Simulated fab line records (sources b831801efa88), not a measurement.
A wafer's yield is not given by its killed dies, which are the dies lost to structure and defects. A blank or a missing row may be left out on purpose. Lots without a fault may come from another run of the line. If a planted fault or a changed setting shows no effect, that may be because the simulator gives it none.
8D (eight disciplines) problem report, filled in by code | flow gf180mcu | the parts of the form that need people (team, actions taken, sign-off) are left out

== 1. THE ISSUE ==
Mean M1_ALCU_RS at GF_M1_RS_MEAS_05: 0.0534 ohm/sq over 2 wafers in 2 lots; fault-free wafers: 0.0689 ohm/sq, standard deviation 0.00071. That is -22 standard deviations from the usual mean.
The step: measures by four-point-probe.
The first sign was on wafer L888.1 at day 19 14:28, on film_metro-03. Wafers with a number at this step in the record: 31, from 11 lots. The rule behind "out" and "out of limits": a value lying over 4 standard deviations away from the usual mean. All remaining wafers that have a number are taken as sound.

== 2. WHAT IT IS; WHAT IT IS NOT ==
question                    | is                           | is not
which readings at this step | M1_ALCU_RS                   | -
which lots                  | L888, L890                   | L879, L884, L885, L886, L897, L899, L900, L901, L902
which wafers of those lots  | L888.1, L890.6               | L888.6, L890.2
read on which gauges        | film_metro-01, film_metro-03 | film_metro-02
when                        | from day 19 14:28            | up to then (13 sound wafers); but 16 sound wafers of L890, L897, L899, L900, L901, L902 came after

== 3. WHAT RULES OUT EACH SUSPECT ==
Counting: any tool at a process step up to the reading remains a suspect provided it ran every lot that is out. Sound lots after the first of them don't rule it out here, since some wafers of a struck lot are sound.
- the gauge at GF_M1_RS_MEAS_05 is ruled out. Those wafers that are out were read across 2 gauges (film_metro-01, film_metro-03).
- pvd_sputter-04 at GF_CONTACT_SPUTTER_22 (material Ti, target thk 15 nm, time 80.02 s): kept. It ran every lot that is out, first L888 (day 19 13:34); its last sound lot up to then is L886 (day 18 17:17).
- cmp-01 at GF_CONTACT_CMP_27 (polishes, stops on SiO2, t overpolish 15 s, target thk 0 nm): kept. It ran every lot that is out, first L888 (day 19 14:05); its last sound lot up to then is L886 (day 18 17:45).
- pvd_sputter-03 at GF_M1_SPUTTER_02 (material AlCu, target thk 450 nm, time 23.9 s): kept. It ran every lot that is out, first L888 (day 19 14:22); its last sound lot up to then is L886 (day 18 18:08).
- Within cmp-01 at GF_CONTACT_CMP_27: the wafers that are out ran in chamber 3; their sound lot-mates ran in chambers 0, 2.
The count leaves pvd_sputter-04 at GF_CONTACT_SPUTTER_22, cmp-01 at GF_CONTACT_CMP_27, and pvd_sputter-03 at GF_M1_SPUTTER_02.

== 4. THE CAUSE (what the simulator had put in) ==
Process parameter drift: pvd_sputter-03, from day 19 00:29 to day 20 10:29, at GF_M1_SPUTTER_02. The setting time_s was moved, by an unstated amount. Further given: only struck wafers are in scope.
This tool is one of the 3 suspects left after counting.

== 5. THE CHAIN OF EFFECTS, in route order ==
One row per reading whose mean, taken over the struck wafers that have a number, lies over 3 standard deviations from the usual. Only readings for which the record gives a usual standard deviation are gone through. hours: the time from each lot's start at the first step in this table that gives one to its start at this step, as a median over the lots. sigmas: the change in usual standard deviations.
hours | step                | reading        | usual         | on struck wafers | change  | sigmas
0     | GF_M1_RS_MEAS_05    | M1_ALCU_RS     | 0.0689 ohm/sq | 0.0534           | -0.0155 | -22
5     | GF_M1_THK_MEAS_06   | M1_ALCU_THK    | 460 nm        | 594              | +134    | +28
25    | GF_M1_METAL_ETCH_16 | oes_product_au | 0.975 a.u.    | 1.005            | +0.030  | +5.0
It contains these process steps:
- GF_M1_METAL_ETCH_16: etches the open film in Cl2/BCl3, stops on SiO2, target depth 627.5 nm, time 104.6 s.
Later measuring or inspecting steps at which every struck wafer that the step has a row for has a number for every such reading, and none has moved that far: GF_M1_CD_MEAS_14.

== 6. HOW IT WOULD HAVE BEEN CAUGHT EARLIER ==
14 hours passed between the start of the fault at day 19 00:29 and the first reading out of limits at a measuring or inspecting step in this record, taken at day 19 14:28.
Tool readings at GF_M1_SPUTTER_02 with a usual standard deviation given in the record: none out on any struck wafer, hence no alarm at a limit of 4 standard deviations on them.
Lots out: 2; of these, L890 started GF_M1_SPUTTER_02 on pvd_sputter-03 after day 19 14:28. A hold on the tool at that time would have spared it.
